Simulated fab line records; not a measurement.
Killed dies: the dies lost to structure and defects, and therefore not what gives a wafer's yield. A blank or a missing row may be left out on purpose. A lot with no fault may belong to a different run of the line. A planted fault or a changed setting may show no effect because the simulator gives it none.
One fault seen from 2 desks + flow gf180mcu + every desk sees just its own numbers, and what lay behind them comes last

AT THE METROLOGY DESK
Lot by lot, what the gauges showed, no matter which tool ran the lot: averages of those sampled wafers that carry a number. If a lot's mean is further than 4 standard deviations from the usual mean, the lot is out of limits and carries the mark OUT (the distance appears in the brackets).
Columns: A = cd nm at GF_V1_CD_MEAS_14, usual 260.2 nm
| lot  | first seen here | A     |
|------|-----------------|-------|
| L621 | day 18 04:58    | 261.7 |
| L622 | day 18 23:50    | 260.9 |
| L623 | day 19 13:10    | 259.4 |
| L624 | day 19 18:53    | 259.2 |
| L625 | day 20 07:40    | 261.0 |
| L626 | day 20 16:03    | 260.3 |
| L627 | day 21 06:55    | 261.8 |
| L628 | day 21 07:03    | 260.9 |
| L629 | day 21 12:24    | 261.0 |
| L632 | day 22 18:29    | 260.2 |
| L633 | day 23 02:00    | 259.6 |
| L634 | day 23 07:08    | 258.9 |
| L642 | day 25 21:28    | 259.7 |
| L643 | day 25 23:47    | 260.5 |
This desk's verdict: no lot among the 14 shows anything out of limits.

DESK OF THE TOOL OWNER: litho track-02
The tool's own readings at GF_M2_PEB_12 (peb time 90 s): means of the sampled wafers that have a number, for each lot that ran on this tool. If a lot's mean is further than 4 standard deviations from the usual mean, the lot is out of limits and carries the mark OUT (the distance appears in the brackets).
Columns: A = chill plate temp C at GF_M2_PEB_12, usual 23.00 C; B = exhaust pa at GF_M2_PEB_12, usual 44.8 Pa
| lot  | first seen here | A     | B    |
|------|-----------------|-------|------|
| L621 | day 19 06:10    | 23.07 | 45.4 |
| L626 | day 21 18:00    | 22.95 | 44.1 |
| L629 | day 22 13:04    | 22.98 | 44.3 |
| L642 | day 26 19:28    | 22.97 | 44.7 |
This desk's verdict: no lot among the 4 shows anything out of limits.

ALL TOGETHER
From the metrology desk's view, nothing was out of limits.
Nothing out of limits was seen by the tool owner's desk.

WHAT WAS PUT IN BY THE SIMULATOR
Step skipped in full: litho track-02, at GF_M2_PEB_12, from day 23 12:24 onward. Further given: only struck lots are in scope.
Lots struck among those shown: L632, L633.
